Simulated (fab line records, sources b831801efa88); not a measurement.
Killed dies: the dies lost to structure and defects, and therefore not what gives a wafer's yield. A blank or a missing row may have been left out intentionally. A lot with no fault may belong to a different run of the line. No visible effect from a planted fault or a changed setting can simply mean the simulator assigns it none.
fab line records | flow gf180mcu | part 1 of 2: steps 1 to 24 of 35
record: lots: 5 | wafers: 15 | last-day: 34
route steps=602 shown V2@392 M3@409
lots that met no fault: from a run of the same line without faults
start-h: hours from the record's first day to the start of the lot's first wafer shown | wait-h: hours from the lot's prior step to this one | " same as the row above | L1.1+2: a row that stands for several wafers | - no value present, or no start provided | * or withheld: withheld | < > ~ a bound
route shown NAME@n: names a module that has steps shown in the file, with the first one's number in the route | usual: mean/standard deviation taken from wafers without a fault | same: alike in all rows | chamber/n: place in a boat | sites: the reading at each site | _std_site: the values' standard deviation | _edge_site: mean of outer sites minus mean of inner sites | radius-mm: for every site, how far away it sits from the centre of the wafer | mask NAME#n: copy n | behind: the most recent tool/chamber to have shaped the wafer | hold: reason for holding the lot/hours on hold/outcome of the hold | device: which transistor (n, p or np) failed to switch | end of line: the tests these same wafers got at the end of their route | step lacking rows: just its recipe | killed: not the wafer's yield, but the dies lost to structure and defects at the first sort | map: dies across one wafer; x = killed, . = not, _ = none there
set.NAME: the setting that was run; set.NAME@STEP: the one run at that earlier step | model.NAME: the simulator's own value behind a step, which no gauge read
a table for each step, a row for each wafer; lots at some steps of the route
services: when a tool's chamber went out of use (start-h, in hours from the record's first day, below 0 if earlier), for how many hours, and the reason
== steps ==
step: GF_V2_SOFTBAKE_10
recipe: temp-c: 130 | time-s: 60 | resist: KrF
lot.wafer  | tool           | chamber | start-h | wait-h
L087.4+5+6 | litho-track-03 | 0       | -       | -
L089.1+2+3 | litho-track-01 | 0       | -       | -
L091.2+5+6 | litho-track-02 | 0       | -       | -
L092.1+3+4 | litho-track-01 | 0       | -       | -
L096.1+2+6 | litho-track-01 | 0       | -       | -
step: GF_V2_EXPOSE_11
recipe: mask-id: Via2 | target-cd-nm: 260 | na: 0.68 | source-shape: conventional | sigma-outer: 0.6 | dose-mj: 38
usual: exposure-dose-mJ-cm2: 37.85/0.043
lot.wafer | tool           | chamber | start-h | wait-h | mask   | exposure-dose-mJ-cm2
L087.4    | krf-scanner-02 | 0       | -       | -      | Via2#0 | 37.82
L087.5    | "              | 0       | "       | "      | Via2#0 | 37.81
L087.6    | "              | 0       | "       | "      | Via2#0 | 37.81
L089.1    | krf-scanner-01 | 0       | -       | -      | Via2#0 | 37.81
L089.2    | "              | 0       | "       | "      | Via2#0 | 37.86
L089.3    | "              | 0       | "       | "      | Via2#0 | 37.80
L091.2    | krf-scanner-02 | 0       | -       | -      | Via2#0 | 37.88
L091.5    | "              | 0       | "       | "      | Via2#0 | 37.83
L091.6    | "              | 0       | "       | "      | Via2#0 | 37.87
L092.1    | krf-scanner-01 | 0       | -       | -      | Via2#0 | 37.88
L092.3    | "              | 0       | "       | "      | Via2#0 | 37.80
L092.4    | "              | 0       | "       | "      | Via2#0 | 37.88
L096.1    | krf-scanner-01 | 0       | -       | -      | Via2#0 | 37.87
L096.2    | "              | 0       | "       | "      | Via2#0 | 37.88
L096.6    | "              | 0       | "       | "      | Via2#0 | 37.90
step: GF_V2_PEB_12
recipe: peb-temp-c: 135 | peb-time-s: 91.9 | resist: KrF
usual: plate-sensor-t-centre-C: 136.13/0.01 | plate-sensor-t-edge-C: 136.29/0.01
lot.wafer | tool           | chamber | start-h | wait-h | plate-sensor-t-centre-C | plate-sensor-t-edge-C
L087.4    | litho-track-03 | 0       | -       | -      | 136.11                  | 136.3
L087.5    | "              | 0       | "       | "      | 136.12                  | 136.28
L087.6    | "              | 0       | "       | "      | 136.13                  | 136.31
L089.1    | litho-track-02 | 0       | -       | -      | 136.12                  | 136.3
L089.2    | "              | 0       | "       | "      | 136.13                  | 136.28
L089.3    | "              | 0       | "       | "      | 136.15                  | 136.29
L091.2    | litho-track-01 | 0       | -       | -      | 136.13                  | 136.31
L091.5    | "              | 0       | "       | "      | 136.14                  | 136.3
L091.6    | "              | 0       | "       | "      | 136.14                  | 136.3
L092.1    | litho-track-01 | 0       | -       | -      | 136.12                  | 136.29
L092.3    | "              | 0       | "       | "      | 136.13                  | 136.29
L092.4    | "              | 0       | "       | "      | 136.12                  | 136.3
L096.1    | litho-track-02 | 0       | -       | -      | 136.13                  | 136.31
L096.2    | "              | 0       | "       | "      | 136.14                  | 136.31
L096.6    | "              | 0       | "       | "      | 136.13                  | 136.31
step: GF_V2_DEVELOP_13
recipe: develop-time-s: 60 | resist: KrF | dev-temp-c: 21
lot.wafer  | tool           | chamber | start-h | wait-h
L087.4+5+6 | litho-track-03 | 0       | 580.50  | 0.1
L089.1+2+3 | litho-track-02 | 0       | 594.71  | 0.2
L091.2+5+6 | litho-track-01 | 0       | 610.66  | 0.2
L092.1+3+4 | litho-track-01 | 0       | 611.99  | 0.2
L096.1+2+6 | litho-track-02 | 0       | 644.81  | 0.2
step: GF_V2_CD_MEAS_14
recipe: target-cd-nm: 260
usual: cd-nm: 260.0/1.2
lot.wafer | tool      | chamber | start-h | wait-h | cd-nm
L087.4    | cd-sem-02 | -       | 580.63  | 0.1    | 260.4
L087.5    | "         | -       | "       | "      | 260.5
L087.6    | "         | -       | "       | "      | 258.9
L089.1    | cd-sem-02 | -       | 594.86  | 0.1    | 258.7
L089.2    | "         | -       | "       | "      | 258.6
L089.3    | "         | -       | "       | "      | 259.7
L091.2    | cd-sem-02 | -       | 610.81  | 0.1    | 258.6
L091.5    | "         | -       | "       | "      | 259.1
L091.6    | "         | -       | "       | "      | 260.2
L092.1    | cd-sem-02 | -       | 612.14  | 0.1    | 261.8
L092.3    | "         | -       | "       | "      | 262.4
L092.4    | "         | -       | "       | "      | 262.2
L096.1    | cd-sem-02 | -       | 644.96  | 0.1    | 258.6
L096.2    | "         | -       | "       | "      | 258.7
L096.6    | "         | -       | "       | "      | 258.2
step: GF_V2_OVL_MEAS_15
usual: V2_OVL: 4/7.1
lot.wafer | tool       | chamber | start-h | wait-h | V2_OVL[nm]
L087.4    | overlay-02 | -       | 580.71  | 0.1    | -2
L087.5    | "          | -       | "       | "      | 2
L087.6    | "          | -       | "       | "      | -5
L089.1    | overlay-02 | -       | 594.98  | 0.1    | 4
L089.2    | "          | -       | "       | "      | 22
L089.3    | "          | -       | "       | "      | 11
L091.2    | overlay-02 | -       | 610.91  | 0.1    | -3
L091.5    | "          | -       | "       | "      | -3
L091.6    | "          | -       | "       | "      | 4
L092.1    | overlay-01 | -       | 612.26  | 0.1    | 6
L092.3    | "          | -       | "       | "      | -2
L092.4    | "          | -       | "       | "      | 15
L096.1    | overlay-01 | -       | 645.08  | 0.1    | 5
L096.2    | "          | -       | "       | "      | -8
L096.6    | "          | -       | "       | "      | -3
step: GF_V2_ETCH_16
recipe: chemistry: N2/H2 | target-depth-a: withheld | overetch-a: withheld | time-s: withheld | target: BARC | ion-energy-ev: 200 | source-w: 500 | bias-w: 100 | pressure-mtorr: 30 | n2-flow-sccm: 100 | h2-flow-sccm: 200
usual: bias-w: 100.0/0.31 | drypump-motor-current-A: 5.7/0.65 | oes-product-au: 0.855/0.0047 | throttle-valve-pct: 13.224/0.0077
lot.wafer | tool        | chamber | start-h | wait-h | bias-w | drypump-motor-current-A | oes-product-au | throttle-valve-pct
L087.4    | rie-diel-03 | 1       | 580.73  | 0.0    | 100.1  | 5.1                     | 0.848          | 13.226
L087.5    | "           | 0       | "       | "      | 100.2  | 5.1                     | 0.856          | 13.232
L087.6    | "           | 3       | "       | "      | 100.2  | 6.5                     | 0.850          | 13.227
L089.1    | rie-diel-03 | 1       | 595.02  | 0.0    | 100.1  | 5.1                     | 0.852          | 13.229
L089.2    | "           | 0       | "       | "      | 100.3  | 5.2                     | 0.846          | 13.227
L089.3    | "           | 2       | "       | "      | 99.3   | 6.6                     | 0.865          | 13.225
L091.2    | rie-diel-01 | 0       | 610.94  | 0.0    | 99.9   | 5.5                     | 0.856          | 13.211
L091.5    | "           | 0       | "       | "      | 100.1  | 5.5                     | 0.847          | 13.224
L091.6    | "           | 3       | "       | "      | 100.5  | 4.7                     | 0.858          | 13.227
L092.1    | rie-diel-03 | 3       | 612.29  | 0.0    | 100.0  | 6.5                     | 0.857          | 13.207
L092.3    | "           | 2       | "       | "      | 100.2  | 6.6                     | 0.856          | 13.220
L092.4    | "           | 0       | "       | "      | 99.7   | 5.2                     | 0.853          | 13.228
L096.1    | rie-diel-01 | 1       | 645.12  | 0.0    | 100.3  | 5.0                     | 0.865          | 13.216
L096.2    | "           | 2       | "       | "      | 100.0  | 5.9                     | 0.856          | 13.227
L096.6    | "           | 1       | "       | "      | 100.4  | 5.0                     | 0.854          | 13.229
step: GF_V2_ETCH_17
recipe: chemistry: C4F8/O2/Ar | mask-material: KrF | target: SiO2 | stop-on: TiN | source-w: 1500 | bias-w: 1200 | pressure-mtorr: 40 | c4f8-flow-sccm: withheld | O2_flow_sccm: 6 | Ar_flow_sccm: 300 | time-s: withheld | target-depth-a: 6300
usual: bias-w: 1200/3.8 | oes-product-au: 0.854/0.0049
lot.wafer | tool        | chamber | start-h | wait-h | bias-w | oes-product-au
L087.4    | rie-diel-03 | 1       | -       | -      | 1199   | 0.852
L087.5    | "           | 0       | "       | "      | 1198   | 0.857
L087.6    | "           | 3       | "       | "      | 1196   | 0.857
L089.1    | rie-diel-03 | 1       | -       | -      | 1207   | 0.855
L089.2    | "           | 0       | "       | "      | 1194   | 0.850
L089.3    | "           | 2       | "       | "      | 1198   | 0.859
L091.2    | rie-diel-01 | 0       | -       | -      | 1205   | 0.857
L091.5    | "           | 0       | "       | "      | 1203   | 0.857
L091.6    | "           | 3       | "       | "      | 1209   | 0.851
L092.1    | rie-diel-03 | 3       | -       | -      | 1197   | 0.863
L092.3    | "           | 2       | "       | "      | 1201   | 0.845
L092.4    | "           | 0       | "       | "      | 1198   | 0.843
L096.1    | rie-diel-01 | 1       | -       | -      | 1197   | 0.859
L096.2    | "           | 2       | "       | "      | 1195   | 0.847
L096.6    | "           | 1       | "       | "      | 1201   | 0.853
step: GF_V2_STRIP_18
recipe: chemistry: O2/N2 | power-w: 1400 | pressure-mtorr: 1500 | platen-temp-c: 250 | o2-flow-sccm: 3000 | n2-flow-sccm: 300 | overash-fraction: 0.5
usual: drypump-motor-current-A: 5.7/0.65 | heater-power-w: 341/29 | oes-product-au: 0.593/0.0052
lot.wafer | tool            | chamber | start-h | wait-h | drypump-motor-current-A | heater-power-w | oes-product-au | rf-hours-counter-h
L087.4    | plasma-asher-04 | 1       | 580.89  | -      | 6.6                     | 311            | 0.586          | -
L087.5    | "               | 1       | "       | "      | 6.6                     | 313            | 0.588          | -
L087.6    | "               | 0       | "       | "      | 5.0                     | 345            | 0.593          | -
L089.1    | plasma-asher-04 | 1       | 595.15  | -      | 6.6                     | 313            | 0.595          | 99
L089.2    | "               | 0       | "       | "      | 4.9                     | 360            | 0.586          | 99
L089.3    | "               | 0       | "       | "      | 4.9                     | 354            | 0.586          | -
L091.2    | plasma-asher-03 | 0       | 611.07  | -      | 5.6                     | 371            | 0.589          | 93
L091.5    | "               | 1       | "       | "      | 5.5                     | 288            | 0.590          | -
L091.6    | "               | 0       | "       | "      | 5.6                     | 376            | 0.589          | -
L092.1    | plasma-asher-01 | 0       | 612.42  | -      | 6.6                     | 365            | 0.590          | 19
L092.3    | "               | 0       | "       | "      | 6.6                     | 367            | 0.592          | -
L092.4    | "               | 1       | "       | "      | 5.2                     | 363            | 0.596          | -
L096.1    | plasma-asher-04 | 1       | 645.25  | -      | 6.6                     | 305            | 0.606          | 105
L096.2    | "               | 0       | "       | "      | 4.9                     | 355            | 0.598          | 105
L096.6    | "               | 1       | "       | "      | 6.5                     | 314            | 0.602          | -
step: GF_V2_STRIP_19
recipe: chemistry: post-etch-residue-remover | time-s: 1200 | temp-c: 72.5
lot.wafer  | tool         | chamber | start-h | wait-h
L087.4+5+6 | wet-bench-04 | 1       | 580.96  | 0.0
L089.1+2+3 | wet-bench-01 | 1       | 595.25  | 0.1
L091.2+5+6 | wet-bench-01 | 0       | 611.17  | 0.1
L092.1+3+4 | wet-bench-01 | 1       | 612.52  | 0.1
L096.1+2+6 | wet-bench-04 | 1       | 645.35  | 0.1
step: GF_V2_CLEAN_20
recipe: chemistry: DIW | dry: n2-spin
lot.wafer  | tool         | chamber | start-h | wait-h
L087.4+5+6 | wet-bench-03 | 3       | 581.33  | 0.0
L089.1+2+3 | wet-bench-03 | 0       | 595.59  | 0.0
L091.2+5+6 | wet-bench-03 | 2       | 611.58  | 0.0
L092.1+3+4 | wet-bench-04 | 1       | 612.90  | 0.0
L096.1+2+6 | wet-bench-03 | 3       | 645.72  | 0.0
step: GF_V2_SPUTTER_21
recipe: material: Ti | target-thk-nm: 15 | chamber-pressure-pa: 5 | power-w: 2500 | substrate-temp-c: 200 | time-s: 80.02
usual: cathode-dc-power-W: 2500.0/0.42 | throttle-valve-pct: 29.9/0.91
lot.wafer | tool           | chamber | start-h | wait-h | cathode-dc-power-W | throttle-valve-pct
L087.4    | pvd-sputter-04 | -       | 581.43  | 0.0    | 2499.7             | 30.8
L087.5    | "              | -       | "       | "      | 2500.6             | 29.4
L087.6    | "              | -       | "       | "      | 2500.3             | 30.4
L089.1    | pvd-sputter-03 | -       | 595.69  | 0.0    | 2500.3             | 31.6
L089.2    | "              | -       | "       | "      | 2499.8             | 28.1
L089.3    | "              | -       | "       | "      | 2499.4             | 29.8
L091.2    | pvd-sputter-02 | -       | 611.67  | 0.0    | 2499.7             | 29.9
L091.5    | "              | -       | "       | "      | 2500.7             | 30.7
L091.6    | "              | -       | "       | "      | 2499.4             | 29.2
L092.1    | pvd-sputter-02 | -       | 612.99  | 0.0    | 2499.5             | 29.0
L092.3    | "              | -       | "       | "      | 2499.8             | 30.0
L092.4    | "              | -       | "       | "      | 2499.6             | 29.1
L096.1    | pvd-sputter-04 | -       | 645.81  | 0.0    | 2500.1             | 29.9
L096.2    | "              | -       | "       | "      | 2500.3             | 29.3
L096.6    | "              | -       | "       | "      | 2499.7             | 30.5
step: GF_V2_SPUTTER_22
recipe: material: TiN | target-thk-nm: 10 | chamber-pressure-pa: 5 | power-w: 4000 | time-s: 40
usual: cathode-dc-power-W: 4000.0/0.65 | throttle-valve-pct: 29.8/0.93
lot.wafer | tool           | chamber | start-h | wait-h | cathode-dc-power-W | throttle-valve-pct
L087.4    | pvd-sputter-04 | -       | 581.49  | 0.0    | 3999.7             | 30.7
L087.5    | "              | -       | "       | "      | 4000.8             | 29.4
L087.6    | "              | -       | "       | "      | 3999.5             | 29.9
L089.1    | pvd-sputter-03 | -       | 595.75  | 0.0    | 3999.8             | 31.7
L089.2    | "              | -       | "       | "      | 3999.7             | 27.8
L089.3    | "              | -       | "       | "      | 4000.0             | 29.8
L091.2    | pvd-sputter-02 | -       | 611.73  | 0.0    | 3999.5             | 29.9
L091.5    | "              | -       | "       | "      | 4000.7             | 30.9
L091.6    | "              | -       | "       | "      | 4000.4             | 28.9
L092.1    | pvd-sputter-02 | -       | 613.05  | 0.0    | 3998.8             | 28.9
L092.3    | "              | -       | "       | "      | 3999.9             | 29.9
L092.4    | "              | -       | "       | "      | 3999.9             | 29.0
L096.1    | pvd-sputter-04 | -       | 645.87  | 0.0    | 4000.9             | 30.3
L096.2    | "              | -       | "       | "      | 3999.7             | 29.2
L096.6    | "              | -       | "       | "      | 4000.7             | 30.3
step: GF_V2_CVD_23
recipe: material: W | target-thk-nm: 350 | time-s: 104.94 | temp-c: 400 | pressure-torr: 40
usual: heater-power-w: 795/85
lot.wafer | tool     | chamber | start-h | wait-h | heater-power-w
L087.4    | cvd-w-02 | 1       | 581.57  | 0.1    | 642
L087.5    | "        | 1       | "       | "      | 643
L087.6    | "        | 0       | "       | "      | 806
L089.1    | cvd-w-01 | 0       | 595.79  | 0.0    | 868
L089.2    | "        | 1       | "       | "      | 875
L089.3    | "        | 0       | "       | "      | 856
L091.2    | cvd-w-01 | 1       | 611.77  | 0.0    | 887
L091.5    | "        | 0       | "       | "      | 831
L091.6    | "        | 1       | "       | "      | 864
L092.1    | cvd-w-01 | 1       | 613.09  | 0.0    | 883
L092.3    | "        | 1       | "       | "      | 857
L092.4    | "        | 0       | "       | "      | 832
L096.1    | cvd-w-02 | 1       | 645.91  | 0.0    | 670
L096.2    | "        | 0       | "       | "      | 835
L096.6    | "        | 1       | "       | "      | 659
step: GF_V2_RS_MEAS_24
recipe: thk-meas-gauge: four-point-probe | reads: W_of_V2_CVD_23+TiN_of_V2_SPUTTER_22+Ti_of_V2_SPUTTER_21
usual: V2_W_RS: 0.329/0.0057
lot.wafer | tool          | chamber | start-h | wait-h | V2_W_RS[ohm/sq]
L087.4    | film-metro-04 | -       | 581.70  | 0.1    | 0.335
L087.5    | "             | -       | "       | "      | 0.340
L087.6    | "             | -       | "       | "      | 0.331
L089.1    | film-metro-03 | -       | 595.90  | 0.1    | 0.328
L089.2    | "             | -       | "       | "      | 0.337
L089.3    | "             | -       | "       | "      | 0.325
L091.2    | film-metro-03 | -       | 611.90  | 0.1    | 0.333
L091.5    | "             | -       | "       | "      | 0.322
L091.6    | "             | -       | "       | "      | 0.332
L092.1    | film-metro-01 | -       | 613.20  | 0.1    | 0.329
L092.3    | "             | -       | "       | "      | 0.327
L092.4    | "             | -       | "       | "      | 0.320
L096.1    | film-metro-04 | -       | 646.02  | 0.1    | 0.333
L096.2    | "             | -       | "       | "      | 0.325
L096.6    | "             | -       | "       | "      | 0.338
step: GF_V2_THK_MEAS_25
recipe: thk-meas-gauge: xrf | reads: W_of_V2_CVD_23
usual: V2_W_THK: 356/6.4
lot.wafer | tool          | chamber | start-h | wait-h | V2_W_THK[nm]
L087.4    | film-metro-04 | -       | 581.79  | 0.1    | 354
L087.5    | "             | -       | "       | "      | 345
L087.6    | "             | -       | "       | "      | 356
L089.1    | film-metro-03 | -       | 596.02  | 0.1    | 357
L089.2    | "             | -       | "       | "      | 346
L089.3    | "             | -       | "       | "      | 357
L091.2    | film-metro-03 | -       | 612.01  | 0.1    | 352
L091.5    | "             | -       | "       | "      | 364
L091.6    | "             | -       | "       | "      | 353
L092.1    | film-metro-01 | -       | 613.32  | 0.1    | 354
L092.3    | "             | -       | "       | "      | 354
L092.4    | "             | -       | "       | "      | 365
L096.1    | film-metro-04 | -       | 646.14  | 0.1    | 351
L096.2    | "             | -       | "       | "      | 360
L096.6    | "             | -       | "       | "      | 345
step: GF_V2_CMP_26
recipe: stop-on: SiO2 | down-force-psi: 3.5 | platen-rpm: 60 | t-overpolish-s: 15 | target-thk-nm: 0 | pad-velocity-m-s: 0.94248
usual: motor-current-A: 10.8/1 | overpolish-run-s: 15.001/0.0091 | slurry-flow-ml-min: 150.0/0.49 | time-to-endpoint-s: 81/4.7
lot.wafer | tool   | chamber | start-h | wait-h | motor-current-A | overpolish-run-s | slurry-flow-ml-min | time-to-endpoint-s
L087.4    | cmp-02 | 0       | 581.87  | 0.1    | 11.0            | 15.007           | 150.1              | 79
L087.5    | "      | 3       | "       | "      | 11.8            | 15.013           | 150.0              | 78
L087.6    | "      | 0       | "       | "      | 10.4            | 14.991           | 150.3              | 82
L089.1    | cmp-02 | 1       | 596.08  | 0.1    | 10.6            | 14.991           | 150.3              | 79
L089.2    | "      | 2       | "       | "      | 8.4             | 14.993           | 149.7              | 77
L089.3    | "      | 0       | "       | "      | 10.8            | 14.995           | 149.9              | 86
L091.2    | cmp-02 | 0       | 612.21  | 0.2    | 10.4            | 15.013           | 149.8              | 80
L091.6    | "      | 1       | "       | "      | 10.6            | 15.011           | 150.2              | 76
L091.5    | "      | 2       | "       | "      | 9.3             | 14.991           | 149.4              | 80
L092.1    | cmp-01 | 1       | 613.38  | 0.1    | 11.2            | 14.993           | 150.1              | 80
L092.3    | "      | 2       | "       | "      | 11.1            | 15.005           | 150.2              | 74
L092.4    | "      | 3       | "       | "      | 12.0            | 14.993           | 150.9              | 87
L096.1    | cmp-02 | 2       | 646.25  | 0.1    | 8.6             | 15.002           | 150.5              | 79
L096.2    | "      | 3       | "       | "      | 11.6            | 15.008           | 150.5              | 81
L096.6    | "      | 2       | "       | "      | 9.1             | 15.008           | 150.2              | 77
step: GF_M3_SPUTTER_00
recipe: material: Ti | target-thk-nm: 37.5 | arriving-ion-energy-ev: 80 | substrate-temp-c: 200 | chamber-pressure-pa: 2 | power-w: 4092 | time-s: 150
usual: cathode-dc-power-W: 4092.0/0.74 | throttle-valve-pct: 30.0/1
lot.wafer | tool           | chamber | start-h | wait-h | cathode-dc-power-W | throttle-valve-pct
L087.4    | pvd-sputter-01 | -       | 582.12  | 0.2    | 4092.5             | 29.1
L087.5    | "              | -       | "       | "      | 4092.3             | 30.6
L087.6    | "              | -       | "       | "      | 4092.7             | 28.9
L089.1    | pvd-sputter-04 | -       | 596.38  | 0.2    | 4092.2             | 30.8
L089.2    | "              | -       | "       | "      | 4091.7             | 29.2
L089.3    | "              | -       | "       | "      | 4092.3             | 30.1
L091.2    | pvd-sputter-01 | -       | 612.36  | 0.1    | 4093.0             | 29.1
L091.5    | "              | -       | "       | "      | 4090.7             | 31.3
L091.6    | "              | -       | "       | "      | 4091.1             | 29.4
L092.1    | pvd-sputter-04 | -       | 613.68  | 0.2    | 4092.0             | 30.5
L092.3    | "              | -       | "       | "      | 4093.5             | 30.3
L092.4    | "              | -       | "       | "      | 4091.5             | 29.4
L096.1    | pvd-sputter-04 | -       | 646.50  | 0.2    | 4092.2             | 30.4
L096.2    | "              | -       | "       | "      | 4093.9             | 30.6
L096.6    | "              | -       | "       | "      | 4092.5             | 30.5
step: GF_M3_SPUTTER_01
recipe: material: TiN | target-thk-nm: 30 | power-w: 6500 | time-s: 25 | chamber-pressure-pa: 0.4
usual: cathode-dc-power-W: 6499.9/1.1 | throttle-valve-pct: 30.0/1.1
lot.wafer | tool           | chamber | start-h | wait-h | cathode-dc-power-W | throttle-valve-pct
L087.4    | pvd-sputter-01 | -       | 582.22  | 0.1    | 6499.0             | 28.9
L087.5    | "              | -       | "       | "      | 6499.5             | 30.7
L087.6    | "              | -       | "       | "      | 6502.0             | 29.4
L089.1    | pvd-sputter-04 | -       | 596.48  | 0.1    | 6498.9             | 30.7
L089.2    | "              | -       | "       | "      | 6500.4             | 29.2
L089.3    | "              | -       | "       | "      | 6502.4             | 30.2
L091.2    | pvd-sputter-01 | -       | 612.46  | 0.1    | 6499.4             | 29.2
L091.5    | "              | -       | "       | "      | 6501.1             | 31.3
L091.6    | "              | -       | "       | "      | 6499.3             | 29.0
L092.1    | pvd-sputter-04 | -       | 613.78  | 0.1    | 6498.4             | 30.5
L092.3    | "              | -       | "       | "      | 6502.0             | 30.4
L092.4    | "              | -       | "       | "      | 6501.1             | 29.0
L096.1    | pvd-sputter-04 | -       | 646.60  | 0.1    | 6499.7             | 30.2
L096.2    | "              | -       | "       | "      | 6499.5             | 30.8
L096.6    | "              | -       | "       | "      | 6500.3             | 30.6
step: GF_M3_SPUTTER_02
recipe: material: AlCu | target-thk-nm: 450 | power-w: 10600 | time-s: 23.9 | chamber-pressure-pa: 0.4
usual: cathode-dc-power-W: 10600/2 | throttle-valve-pct: 30.0/1.1
lot.wafer | tool           | chamber | start-h | wait-h | cathode-dc-power-W | throttle-valve-pct
L087.4    | pvd-sputter-01 | -       | 582.25  | 0.0    | 10598              | 29.0
L087.5    | "              | -       | "       | "      | 10601              | 30.8
L087.6    | "              | -       | "       | "      | 10598              | 29.3
L089.1    | pvd-sputter-04 | -       | 596.51  | 0.0    | 10598              | 30.7
L089.2    | "              | -       | "       | "      | 10600              | 29.3
L089.3    | "              | -       | "       | "      | 10598              | 30.3
L091.2    | pvd-sputter-01 | -       | 612.49  | 0.0    | 10597              | 29.0
L091.5    | "              | -       | "       | "      | 10599              | 31.5
L091.6    | "              | -       | "       | "      | 10599              | 29.3
L092.1    | pvd-sputter-04 | -       | 613.81  | 0.0    | 10597              | 30.5
L092.3    | "              | -       | "       | "      | 10599              | 30.4
L092.4    | "              | -       | "       | "      | 10599              | 29.6
L096.1    | pvd-sputter-04 | -       | 646.63  | 0.0    | 10598              | 30.3
L096.2    | "              | -       | "       | "      | 10603              | 30.4
L096.6    | "              | -       | "       | "      | 10603              | 30.7
step: GF_M3_SPUTTER_03
recipe: material: Ti | target-thk-nm: 10 | substrate-temp-c: 300 | chamber-pressure-pa: 0.3 | power-w: 3000 | time-s: 6.7
usual: cathode-dc-power-W: 3000.0/0.56 | throttle-valve-pct: 29.9/1.1
lot.wafer | tool           | chamber | start-h | wait-h | cathode-dc-power-W | throttle-valve-pct
L087.4    | pvd-sputter-01 | -       | 582.28  | 0.0    | 2999.8             | 29.0
L087.5    | "              | -       | "       | "      | 3000.3             | 30.5
L087.6    | "              | -       | "       | "      | 3000.3             | 29.3
L089.1    | pvd-sputter-04 | -       | 596.54  | 0.0    | 3000.0             | 30.6
L089.2    | "              | -       | "       | "      | 2999.8             | 29.1
L089.3    | "              | -       | "       | "      | 3000.0             | 29.7
L091.2    | pvd-sputter-01 | -       | 612.52  | 0.0    | 2999.4             | 29.1
L091.5    | "              | -       | "       | "      | 2999.6             | 31.5
L091.6    | "              | -       | "       | "      | 2998.8             | 28.9
L092.1    | pvd-sputter-04 | -       | 613.84  | 0.0    | 3000.3             | 30.4
L092.3    | "              | -       | "       | "      | 2999.7             | 30.4
L092.4    | "              | -       | "       | "      | 2999.6             | 29.5
L096.1    | pvd-sputter-04 | -       | 646.66  | 0.0    | 3000.4             | 30.4
L096.2    | "              | -       | "       | "      | 3000.5             | 30.6
L096.6    | "              | -       | "       | "      | 2999.5             | 30.6
step: GF_M3_SPUTTER_04
recipe: material: TiN | target-thk-nm: 50 | power-w: 6500 | time-s: 41.7 | chamber-pressure-pa: 0.4
usual: cathode-dc-power-W: 6499.8/1.2 | throttle-valve-pct: 30.0/1.1
lot.wafer | tool           | chamber | start-h | wait-h | cathode-dc-power-W | throttle-valve-pct
L087.4    | pvd-sputter-01 | -       | 582.30  | 0.0    | 6500.3             | 29.1
L087.5    | "              | -       | "       | "      | 6498.0             | 30.4
L087.6    | "              | -       | "       | "      | 6499.6             | 29.1
L089.1    | pvd-sputter-04 | -       | 596.56  | 0.0    | 6501.8             | 30.5
L089.2    | "              | -       | "       | "      | 6500.0             | 29.5
L089.3    | "              | -       | "       | "      | 6502.0             | 29.9
L091.2    | pvd-sputter-01 | -       | 612.55  | 0.0    | 6497.9             | 29.2
L091.5    | "              | -       | "       | "      | 6500.5             | 31.5
L091.6    | "              | -       | "       | "      | 6501.0             | 29.2
L092.1    | pvd-sputter-04 | -       | 613.86  | 0.0    | 6501.2             | 30.4
L092.3    | "              | -       | "       | "      | 6499.8             | 30.5
L092.4    | "              | -       | "       | "      | 6497.3             | 29.5
L096.1    | pvd-sputter-04 | -       | 646.68  | 0.0    | 6498.8             | 30.3
L096.2    | "              | -       | "       | "      | 6498.1             | 30.7
L096.6    | "              | -       | "       | "      | 6495.9             | 30.6
step: GF_M3_RS_MEAS_05
recipe: thk-meas-gauge: four-point-probe | reads: TiN_of_M3_SPUTTER_04+Ti_of_M3_SPUTTER_03+AlCu_of_M3_SPUTTER_02+TiN_of_M3_SPUTTER_01+Ti_of_M3_SPUTTER_00
usual: M3_ALCU_RS: 0.0693/0.00097
lot.wafer | tool          | chamber | start-h | wait-h | M3_ALCU_RS[ohm/sq]
L087.4    | film-metro-04 | -       | 582.40  | 0.1    | 0.0682
L087.5    | "             | -       | "       | "      | 0.0693
L087.6    | "             | -       | "       | "      | 0.0679
L089.1    | film-metro-03 | -       | 596.60  | 0.0    | 0.0704
L089.2    | "             | -       | "       | "      | 0.0702
L089.3    | "             | -       | "       | "      | 0.0704
L091.2    | film-metro-02 | -       | 612.61  | 0.0    | 0.0678
L091.5    | "             | -       | "       | "      | 0.0682
L091.6    | "             | -       | "       | "      | 0.0685
L092.1    | film-metro-03 | -       | 613.90  | 0.0    | 0.0704
L092.3    | "             | -       | "       | "      | 0.0702
L092.4    | "             | -       | "       | "      | 0.0705
L096.1    | film-metro-02 | -       | 646.72  | 0.0    | 0.0695
L096.2    | "             | -       | "       | "      | 0.0688
L096.6    | "             | -       | "       | "      | 0.0689
step: GF_M3_THK_MEAS_06
recipe: thk-meas-gauge: xrf | reads: AlCu_of_M3_SPUTTER_02
usual: M3_ALCU_THK: 452/6.8
lot.wafer | tool          | chamber | start-h | wait-h | M3_ALCU_THK[nm]
L087.4    | film-metro-04 | -       | 582.49  | 0.1    | 456
L087.5    | "             | -       | "       | "      | 452
L087.6    | "             | -       | "       | "      | 461
L089.1    | film-metro-03 | -       | 596.72  | 0.1    | 450
L089.2    | "             | -       | "       | "      | 449
L089.3    | "             | -       | "       | "      | 449
L091.2    | film-metro-02 | -       | 612.72  | 0.1    | 457
L091.5    | "             | -       | "       | "      | 455
L091.6    | "             | -       | "       | "      | 454
L092.1    | film-metro-03 | -       | 614.02  | 0.1    | 444
L092.3    | "             | -       | "       | "      | 447
L092.4    | "             | -       | "       | "      | 446
L096.1    | film-metro-02 | -       | 646.84  | 0.1    | 450
L096.2    | "             | -       | "       | "      | 450
L096.6    | "             | -       | "       | "      | 449
